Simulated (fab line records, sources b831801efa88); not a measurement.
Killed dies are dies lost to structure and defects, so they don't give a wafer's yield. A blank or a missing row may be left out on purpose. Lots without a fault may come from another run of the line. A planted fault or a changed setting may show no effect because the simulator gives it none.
fab line records | flow sky130
record lots=6 wafers=18 last_day=50
route steps=708 shown CONTACT@411 PAD_OPEN@708
lots that met no fault: from a run of the same line without faults
start_h: hours from the record's first day to the start of the lot's first wafer shown | wait_h: hours since the lot's step before | " the same as in the row above | L1.1+2: a row that stands for several wafers | - no value, or no start given | * or withheld: withheld | < > ~ a bound
route shown NAME@n: a module of which the file shows steps, and the number in the route of the first | usual: mean/standard deviation of fault-free wafers | same: alike in all rows | chamber/n: place in a boat | sites: the reading at each site | _std_site: their standard deviation | _edge_site: outer sites' mean less inner sites' | radius_mm: how far each site lies from the wafer's centre | mask NAME#n: copy n | behind: the tool/chamber that last shaped the wafer | hold: why the lot was held/for how many hours/how that ended | device: the transistor (n, p or np) that didn't switch | end of line: the same wafers' tests at the end of the route | a step without rows: its recipe alone | killed: dies lost to structure and defects at the first sort, not the wafer's yield | map: a wafer's dies, x killed, . not, _ none there
set.NAME: the setting as run; set.NAME@STEP: as run at that earlier step | model.NAME: the simulator's own value behind a step, which no gauge read
lots at some steps of the route; a table a step, a row a wafer
services: from which hour (start_h, from the record's first day; less than 0 if before it) a tool's chamber was out of use, for how many hours, and why
## steps
# step SKY_CONTACT_BOW_MEAS_05
# recipe mode=bow
# usual CONTACT_BOW=82/7.5
# columns lot.wafer tool chamber start_h wait_h CONTACT_BOW[um]
L949.1 film_metro-02 - 739.08 0.2 68
L949.3 " - " " 73
L949.6 " - " " 74
L953.2 film_metro-04 - 755.17 0.3 82
L953.4 " - " " 88
L953.6 " - " " 88
L961.3 film_metro-02 - 824.86 0.1 88
L961.4 " - " " 75
L961.5 " - " " 64
L962.1 film_metro-04 - 830.82 0.1 79
L962.3 " - " " 85
L962.6 " - " " 79
L968.1 film_metro-04 - 873.12 0.1 85
L968.3 " - " " 77
L968.5 " - " " 86
L969.3 film_metro-04 - 877.61 0.3 81
L969.5 " - " " 80
L969.6 " - " " 77
# step SKY_CONTACT_DEHYDRATE_06
# recipe temp_c=200 time_s=60
# step SKY_CONTACT_HMDS_07
# recipe prime_time_s=60 prime_temp_c=120
# step SKY_CONTACT_COAT_08
# recipe resist=BARC temp_c=withheld time_s=withheld spin_rpm=3000 resist_thk_nm=60
# step SKY_CONTACT_COAT_09
# recipe resist=KrF-thick spin_rpm=2980 resist_thk_nm=450
# step SKY_CONTACT_SOFTBAKE_10
# recipe temp_c=100 time_s=90 resist=KrF-thick
# step SKY_CONTACT_EXPOSE_11
# recipe mask_id=CTM1 na=0.8 source_shape=annular sigma_inner=0.55 sigma_outer=0.85 target_cd_nm=170 dose_mj=38
# step SKY_CONTACT_PEB_12
# recipe peb_temp_c=withheld peb_time_s=withheld resist=KrF-thick
# step SKY_CONTACT_DEVELOP_13
# recipe develop_time_s=60 resist=KrF-thick dev_temp_c=21
# step SKY_CONTACT_CD_MEAS_14
# recipe target_cd_nm=170
# usual cd_nm=169.9/1.4
# columns lot.wafer tool chamber start_h wait_h cd_nm
L949.1 cd_sem-02 - 766.43 - 166.9
L949.3 " - " " 167.3
L949.6 " - " " 167.6
L953.2 cd_sem-01 - 781.78 - 168.7
L953.4 " - " " 169.1
L953.6 " - " " 168.6
L961.3 cd_sem-02 - 850.20 - 170.2
L961.4 " - " " 171.0
L961.5 " - " " 170.9
L962.1 cd_sem-02 - 857.08 - 169.8
L962.3 " - " " 169.4
L962.6 " - " " 170.3
L968.1 cd_sem-01 - 898.66 - 168.5
L968.3 " - " " 169.3
L968.5 " - " " 170.0
L969.3 cd_sem-02 - 902.89 - 169.1
L969.5 " - " " 169.6
L969.6 " - " " 170.1
# step SKY_CONTACT_OVL_MEAS_15
# usual CONTACT_OVL=-1/5.1
# columns lot.wafer tool chamber start_h wait_h CONTACT_OVL[nm]
L949.1 overlay-01 - 766.55 0.1 -5
L949.3 " - " " -3
L949.6 " - " " -4
L953.2 overlay-02 - 781.89 0.1 0
L953.4 " - " " -3
L953.6 " - " " 7
L961.3 overlay-02 - 850.29 0.1 -1
L961.4 " - " " -5
L961.5 " - " " -4
L962.1 overlay-02 - 857.20 0.1 0
L962.3 " - " " 4
L962.6 " - " " -3
L968.1 overlay-01 - 898.78 0.1 1
L968.3 " - " " -4
L968.5 " - " " -4
L969.3 overlay-01 - 902.98 0.1 9
L969.5 " - " " 1
L969.6 " - " " 12
# step SKY_CONTACT_ETCH_16
# recipe chemistry=N2/H2 target=BARC ion_energy_ev=200 source_w=500 bias_w=100 pressure_mtorr=30 n2_flow_sccm=100 h2_flow_sccm=200 stop_on=SiO2 time_s=45.9 target_depth_a=600
# usual bias_w=99.9/0.31 chamber_pressure_mTorr=30.000/0.029 drypump_motor_current_A=5.6/0.5 oes_product_au=0.854/0.005 throttle_valve_pct=13.225/0.0091
# columns lot.wafer tool chamber start_h wait_h bias_w chamber_pressure_mTorr drypump_motor_current_A oes_product_au rf_hours_counter_h throttle_valve_pct
L949.1 rie_diel-02 3 766.59 0.0 100.7 30.013 5.4 0.856 15 13.242
L949.3 " 2 " " 100.3 29.954 4.8 0.858 11 13.232
L949.6 " 2 " " 100.7 30.051 4.8 0.850 - 13.232
L953.2 rie_diel-03 3 781.92 0.0 100.3 29.966 6.1 0.855 5 13.231
L953.4 " 0 " " 100.2 30.036 5.0 0.852 6 13.229
L953.6 " 3 " " 99.9 29.950 6.1 0.840 - 13.231
L961.3 rie_diel-03 1 850.32 0.0 99.5 29.997 6.0 0.853 14 13.221
L961.4 " 3 " " 99.7 30.020 6.1 0.854 7 13.243
L961.5 " 0 " " 100.1 30.016 5.0 0.846 - 13.224
L962.1 rie_diel-03 0 857.24 0.0 100.5 30.005 5.0 0.858 9 13.220
L962.3 " 2 " " 99.9 30.026 5.2 0.856 0 13.226
L962.6 " 0 " " 100.6 30.039 5.0 0.850 - 13.233
L968.1 rie_diel-02 2 898.82 0.0 99.9 29.987 4.8 0.845 15 13.224
L968.3 " 1 " " 99.9 29.970 5.5 0.847 22 13.224
L968.5 " 2 " " 99.9 29.962 4.8 0.854 - 13.211
L969.3 rie_diel-04 2 903.01 0.0 100.0 30.046 6.6 0.853 9 13.221
L969.5 " 2 " " 100.0 29.976 6.5 0.852 - 13.225
L969.6 " 0 " " 100.0 29.997 6.0 0.860 - 13.222
# step SKY_CONTACT_ETCH_17
# recipe target=SiO2 chemistry=C4F8/O2/Ar stop_on=Si3N4 mask_material=KrF-thick source_w=1500 bias_w=1200 pressure_mtorr=40 c4f8_flow_sccm=withheld O2_flow_sccm=6 Ar_flow_sccm=300 time_s=withheld target_depth_a=3400
# usual bias_w=1200/3.5 chamber_pressure_mTorr=39.99/0.037 oes_product_au=0.892/0.0047
# columns lot.wafer tool chamber start_h wait_h bias_w chamber_pressure_mTorr oes_product_au model.KrF-thick_of_CONTACT_COAT_09.thk_nm
L949.1 rie_diel-02 3 766.63 0.0 1200 39.99 0.894 329.2
L949.3 " 2 " " 1199 40.00 0.893 328.4
L949.6 " 2 " " 1197 39.99 0.891 328.7
L953.2 rie_diel-03 3 781.96 0.0 1199 40.01 0.888 330.5
L953.4 " 0 " " 1199 40.00 0.894 326.6
L953.6 " 3 " " 1196 40.03 0.889 330.5
L961.3 rie_diel-03 1 850.36 0.0 - - - 392.3
L961.4 " 3 " " - - - 394.1
L961.5 " 0 " " - - - 393.3
L962.1 rie_diel-03 0 857.28 0.0 - - - 393.2
L962.3 " 2 " " - - - 392.6
L962.6 " 0 " " - - - 393.4
L968.1 rie_diel-02 2 898.86 0.0 1198 40.00 0.889 332.8
L968.3 " 1 " " 1199 40.04 0.893 329.6
L968.5 " 2 " " 1196 40.05 0.887 332
L969.3 rie_diel-04 2 903.05 0.0 1198 40.00 0.886 330.8
L969.5 " 2 " " 1200 39.98 0.895 330.9
L969.6 " 0 " " 1205 40.01 0.895 331.1
# step SKY_CONTACT_ETCH_18
# recipe target=Si3N4 chemistry=CHF3/O2 stop_on=TiN source_w=600 bias_w=200 pressure_mtorr=40 chf3_flow_sccm=50 O2_flow_sccm=5 time_s=39 target_depth_a=750
# usual O2_flow_sccm=5.000/0.015 bias_w=199.9/0.6 drypump_motor_current_A=5.6/0.49 oes_product_au=0.857/0.0079 throttle_valve_pct=8.793/0.0095
# columns lot.wafer tool chamber start_h wait_h O2_flow_sccm bias_w drypump_motor_current_A oes_product_au rf_hours_counter_h throttle_valve_pct model.KrF-thick_of_CONTACT_COAT_09.thk_nm
L949.1 rie_diel-02 3 - - 4.998 199.7 5.4 0.857 15 8.792 244.1
L949.3 " 2 " " 5.021 201.5 4.8 0.854 11 8.784 244
L949.6 " 2 " " 5.015 200.5 4.8 0.867 - 8.804 244.5
L953.2 rie_diel-03 3 - - 5.012 200.3 6.1 0.851 5 8.782 245.6
L953.4 " 0 " " 4.985 199.2 5.0 0.866 6 8.795 241.4
L953.6 " 3 " " 4.986 199.3 6.1 0.856 - 8.790 247
L961.3 rie_diel-03 1 - - 5.002 199.6 6.0 0.371 14 8.666 307.4
L961.4 " 3 " " 4.988 199.7 6.1 0.376 7 8.673 310.9
L961.5 " 0 " " 4.989 199.7 5.0 0.370 - 8.694 306.9
L962.1 rie_diel-03 0 - - 4.995 200.1 5.0 0.371 9 8.668 307.5
L962.3 " 2 " " 5.004 199.2 5.2 0.368 0 8.668 308.5
L962.6 " 0 " " 5.002 200.5 5.0 0.376 - 8.677 307.7
L968.1 rie_diel-02 2 - - 4.983 198.8 4.8 0.852 15 8.793 249.5
L968.3 " 1 " " 4.973 200.4 5.5 0.853 22 8.806 245
L968.5 " 2 " " 4.999 199.7 4.8 0.861 - 8.776 249.2
L969.3 rie_diel-04 2 - - 4.968 199.6 6.5 0.860 9 8.779 247.8
L969.5 " 2 " " 5.000 199.6 6.5 0.860 - 8.795 247.6
L969.6 " 0 " " 5.007 200.6 6.0 0.856 - 8.794 247.1
# step SKY_CONTACT_STRIP_19
# recipe chemistry=O2/N2 power_w=1400 pressure_mtorr=1500 platen_temp_c=withheld o2_flow_sccm=3000 n2_flow_sccm=300 overash_fraction=0.5
# usual drypump_motor_current_A=5.9/0.48 oes_product_au=0.381/0.0045 strip_time_to_endpoint_s=3.638/0.027
# columns lot.wafer tool chamber start_h wait_h drypump_motor_current_A oes_product_au rf_hours_counter_h strip_time_to_endpoint_s
L949.1 plasma_asher-04 0 766.72 - 5.1 0.374 99 3.624
L949.3 " 0 " " 5.1 0.383 - 3.620
L949.6 " 1 " " 6.4 0.381 - 3.616
L953.2 plasma_asher-04 0 782.05 - 5.2 0.379 100 3.638
L953.4 " 0 " " 5.1 0.377 - 3.598
L953.6 " 0 " " 5.2 0.383 - 3.639
L961.3 plasma_asher-01 1 850.48 - 6.1 0.408 - 4.289
L961.4 " 0 " " 5.4 0.415 - 4.347
L961.5 " 1 " " 6.1 0.407 - 4.285
L962.1 plasma_asher-04 0 857.37 - 5.1 0.413 108 4.302
L962.3 " 1 " " 6.3 0.414 - 4.322
L962.6 " 0 " " 5.1 0.411 - 4.328
L968.1 plasma_asher-02 0 898.95 - 6.1 0.386 16 3.693
L968.3 " 0 " " 6.0 0.384 - 3.635
L968.5 " 1 " " 6.5 0.383 - 3.674
L969.3 plasma_asher-01 0 903.17 - 5.4 0.384 - 3.676
L969.5 " 0 " " 5.4 0.383 - 3.651
L969.6 " 1 " " 6.1 0.378 - 3.665
# step SKY_CONTACT_STRIP_20
# recipe chemistry=post_etch_residue_remover time_s=1200 temp_c=72.5
# step SKY_PAD_OPEN_PROBE_99
# usual killed_at_M0_to_M3=44/6.3 killed_at_M4_up=3.1/1.8 killed_at_contacts=25/5.1 killed_at_front_end=15/4.1 killed_at_other=0.3/0.71 killed_dies=87/8.8 killed_on_rim=17/3.7 killed_open=47/6.8 killed_short=40/6.7
# same gross_dies=492 killed_at_back_side=0
# columns lot.wafer tool chamber start_h wait_h killed_at_M0_to_M3 killed_at_M4_up killed_at_contacts killed_at_front_end killed_at_other killed_dies killed_on_rim killed_open killed_short
L949.1 prober-02 - 1098.71 0.1 38 2 26 23 0 89 16 55 31
L949.3 prober-02 - 1098.81 0.2 40 3 25 17 0 85 16 39 43
L949.6 prober-02 - 1098.96 0.2 52 1 26 20 1 100 21 66 34
L961.3 prober-01 - 1163.08 0.2 46 2 428 16 0 492 96 46 43
L961.4 prober-01 - 1163.13 0.2 39 6 429 18 0 492 96 51 38
L961.5 prober-01 - 1163.18 0.2 39 1 431 20 1 492 96 50 42
L962.1 prober-02 - 1166.48 0.1 52 3 424 13 0 492 96 42 45
L962.3 prober-02 - 1166.58 0.2 38 3 444 7 0 492 96 32 38
L962.6 prober-02 - 1166.73 0.2 34 2 436 20 0 492 96 50 30
L969.3 prober-01 - 1197.61 0.2 39 2 25 19 0 85 14 54 31
L969.5 prober-01 - 1197.71 0.2 45 4 25 15 3 92 18 48 42
L969.6 prober-01 - 1197.76 0.2 38 1 32 24 0 95 23 49 46
# killed by level:class
L949.1 VIA3:geometric_particle:open=10 LI_CONTACT:geometric_particle:open=9 CONTACT:geometric_particle:open=9 FIELD_ISO:geometric_particle:short=7 VIA1:geometric_particle:open=6 POLY_GATE:geometric_particle:open=5 METAL2:geometric_particle:short=4 VIA2:geometric_particle:open=4
L949.3 METAL2:geometric_particle:short=9 LI_CONTACT:geometric_particle:open=9 METAL1:geometric_particle:short=7 FIELD_ISO:geometric_particle:open=5 CONTACT:geometric_particle:short=5 CONTACT:geometric_particle:open=5 VIA1:geometric_particle:short=5 VIA1:geometric_particle:open=5
L949.6 VIA1:geometric_particle:open=17 VIA3:geometric_particle:open=12 FIELD_ISO:geometric_particle:open=8 CONTACT:geometric_particle:open=8 VIA2:geometric_particle:open=7 LI_CONTACT:geometric_particle:open=7 FIELD_ISO:geometric_particle:short=5 CONTACT:geometric_particle:short=5
L961.3 CONTACT:area_etch=403 METAL1:geometric_particle:short=10 VIA1:geometric_particle:open=9 LI_CONTACT:geometric_particle:open=8 CONTACT:geometric_particle:open=7 VIA2:geometric_particle:open=6 VIA3:geometric_particle:open=5 METAL2:geometric_particle:short=5
L961.4 CONTACT:area_etch=403 CONTACT:geometric_particle:open=11 VIA3:geometric_particle:open=8 LI_CONTACT:geometric_particle:open=7 METAL1:geometric_particle:short=6 VIA2:geometric_particle:open=6 FIELD_ISO:geometric_particle:short=5 VIA1:geometric_particle:open=5
L961.5 CONTACT:area_etch=400 LI_CONTACT:geometric_particle:open=14 VIA1:geometric_particle:open=12 FIELD_ISO:geometric_particle:short=7 CONTACT:geometric_particle:short=7 FIELD_ISO:geometric_particle:open=6 LOCAL_INTERCONNECT:geometric_particle:short=5 VIA1:geometric_particle:short=5
L962.1 CONTACT:area_etch=405 VIA1:geometric_particle:open=11 CONTACT:geometric_particle:short=9 METAL2:geometric_particle:short=8 VIA3:geometric_particle:open=6 VIA2:geometric_particle:open=6 VIA1:geometric_particle:short=5 FIELD_ISO:geometric_particle:open=4
L962.3 CONTACT:area_etch=422 METAL2:geometric_particle:short=9 VIA1:geometric_particle:open=8 VIA3:geometric_particle:open=6 CONTACT:geometric_particle:short=6 LI_CONTACT:geometric_particle:open=5 CONTACT:geometric_particle:open=5 METAL1:geometric_particle:short=5
L962.6 CONTACT:area_etch=412 CONTACT:geometric_particle:open=10 POLY_GATE:geometric_particle:open=7 LI_CONTACT:geometric_particle:open=7 VIA1:geometric_particle:open=7 METAL2:geometric_particle:short=6 LOCAL_INTERCONNECT:geometric_particle:short=5 FIELD_ISO:geometric_particle:open=4
L969.3 VIA1:geometric_particle:open=13 LI_CONTACT:geometric_particle:open=8 CONTACT:geometric_particle:short=6 VIA2:geometric_particle:open=6 VIA3:geometric_particle:open=6 FIELD_ISO:geometric_particle:short=5 CONTACT:geometric_particle:open=5 FIELD_ISO:geometric_particle:open=4
L969.5 VIA1:geometric_particle:open=15 CONTACT:geometric_particle:open=9 VIA2:geometric_particle:open=9 METAL1:geometric_particle:short=6 CONTACT:geometric_particle:short=6 FIELD_ISO:geometric_particle:open=5 LOCAL_INTERCONNECT:geometric_particle:short=5 POLY_GATE:geometric_particle:short=4
L969.6 LOCAL_INTERCONNECT:geometric_particle:short=13 VIA1:geometric_particle:open=11 FIELD_ISO:geometric_particle:short=7 POLY_GATE:geometric_particle:open=6 LI_CONTACT:geometric_particle:open=6 CONTACT:geometric_particle:open=6 FIELD_ISO:geometric_particle:open=5 CONTACT:geometric_particle:short=5
# map L961.3 (x killed, . not)
__________xxxxxxxxxx_________
________xxxxxxxxxxxxxx_______
______xxxxxxxxxxxxxxxxxx_____
_____xxxxxxxxxxxxxxxxxxxx____
____xxxxxxxxxxxxxxxxxxxxxx___
___xxxxxxxxxxxxxxxxxxxxxxxx__
__xxxxxxxxxxxxxxxxxxxxxxxxxx_
_xxxxxxxxxxxxxxxxxxxxxxxxxxxx
_xxxxxxxxxxxxxxxxxxxxxxxxxxxx
_xxxxxxxxxxxxxxxxxxxxxxxxxxxx
_xxxxxxxxxxxxxxxxxxxxxxxxxxxx
_xxxxxxxxxxxxxxxxxxxxxxxxxxxx
_xxxxxxxxxxxxxxxxxxxxxxxxxxxx
_xxxxxxxxxxxxxxxxxxxxxxxxxxxx
_xxxxxxxxxxxxxxxxxxxxxxxxxxxx
__xxxxxxxxxxxxxxxxxxxxxxxxxx_
___xxxxxxxxxxxxxxxxxxxxxxxx__
____xxxxxxxxxxxxxxxxxxxxxx___
_____xxxxxxxxxxxxxxxxxxxx____
______xxxxxxxxxxxxxxxxxx_____
________xxxxxxxxxxxxxx_______
__________xxxxxxxxxx_________
# map L962.1 (x killed, . not)
__________xxxxxxxxxx_________
________xxxxxxxxxxxxxx_______
______xxxxxxxxxxxxxxxxxx_____
_____xxxxxxxxxxxxxxxxxxxx____
____xxxxxxxxxxxxxxxxxxxxxx___
___xxxxxxxxxxxxxxxxxxxxxxxx__
__xxxxxxxxxxxxxxxxxxxxxxxxxx_
_xxxxxxxxxxxxxxxxxxxxxxxxxxxx
_xxxxxxxxxxxxxxxxxxxxxxxxxxxx
_xxxxxxxxxxxxxxxxxxxxxxxxxxxx
_xxxxxxxxxxxxxxxxxxxxxxxxxxxx
_xxxxxxxxxxxxxxxxxxxxxxxxxxxx
_xxxxxxxxxxxxxxxxxxxxxxxxxxxx
_xxxxxxxxxxxxxxxxxxxxxxxxxxxx
_xxxxxxxxxxxxxxxxxxxxxxxxxxxx
__xxxxxxxxxxxxxxxxxxxxxxxxxx_
___xxxxxxxxxxxxxxxxxxxxxxxx__
____xxxxxxxxxxxxxxxxxxxxxx___
_____xxxxxxxxxxxxxxxxxxxx____
______xxxxxxxxxxxxxxxxxx_____
________xxxxxxxxxxxxxx_______
__________xxxxxxxxxx_________
## services
# columns tool chamber start_h hours kind
plasma_asher-02 0 742.75 - clean
plasma_asher-02 1 742.75 - clean
rie_diel-03 2 805.15 6.9 repair
rie_diel-02 0 810.84 10.1 repair
rie_diel-03 2 812.06 - clean
rie_diel-03 2 812.06 31.5 scheduled_down
rie_diel-03 2 812.06 31.5 vent_cycle
plasma_asher-01 - 825.64 5.8 repair
rie_diel-04 1 835.57 3.0 repair
rie_diel-04 3 849.04 4.0 repair
plasma_asher-04 - 868.70 3.2 repair
rie_diel-04 1 876.50 2.1 repair
rie_diel-04 1 885.64 20.5 repair
plasma_asher-02 - 888.71 0.5 repair
rie_diel-03 - 890.75 4.0 pm
rie_diel-02 1 899.49 6.3 repair
## key
first_sign step=SKY_CONTACT_ETCH_17 reading=tool_record direction=missing
effect step=SKY_CONTACT_ETCH_18 reading=oes_product_au direction=down sigmas=61 usual=0.857 struck=0.372
effect step=SKY_CONTACT_STRIP_19 reading=strip_time_to_endpoint_s direction=up sigmas=25 usual=* struck=*
effect step=SKY_PAD_OPEN_PROBE_99 reading=killed_at_contacts direction=up sigmas=80 usual=25 struck=432
model_effect step=SKY_CONTACT_ETCH_17 value=KrF-thick_of_CONTACT_COAT_09.thk_nm without=327.9 struck=393.1
model_effect step=SKY_CONTACT_ETCH_18 value=KrF-thick_of_CONTACT_COAT_09.thk_nm without=243 struck=308.2
more_kills_born_at SKY_CONTACT_ETCH_17@rie_diel-03=2445
met_at SKY_CONTACT_ETCH_17
struck_wafers L961.3,L961.4,L961.5,L962.1,L962.3,L962.6
later_rows_left_out L961.3,L961.4,L961.5,L962.1,L962.3,L962.6
tester_left_out L961,L962
onset_between 781.96 850.36
fault kind=skipped_step_whole tool=rie_diel-03 chamber=- onset_h=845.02 steps=SKY_CONTACT_ETCH_17 scope=struck_lots_only
# tester_left_out: of these lots the tester's yield and bins aren't shown, on N5 and GAA mostly nor the transistor test; their killed dies are dies lost to structure and defects alone, not to doping, threshold or leakage, so they don't give the yield
# later_rows_left_out: the simulator's readings of these wafers behind a module that went badly wrong aren't trusted and aren't shown, but for the sort
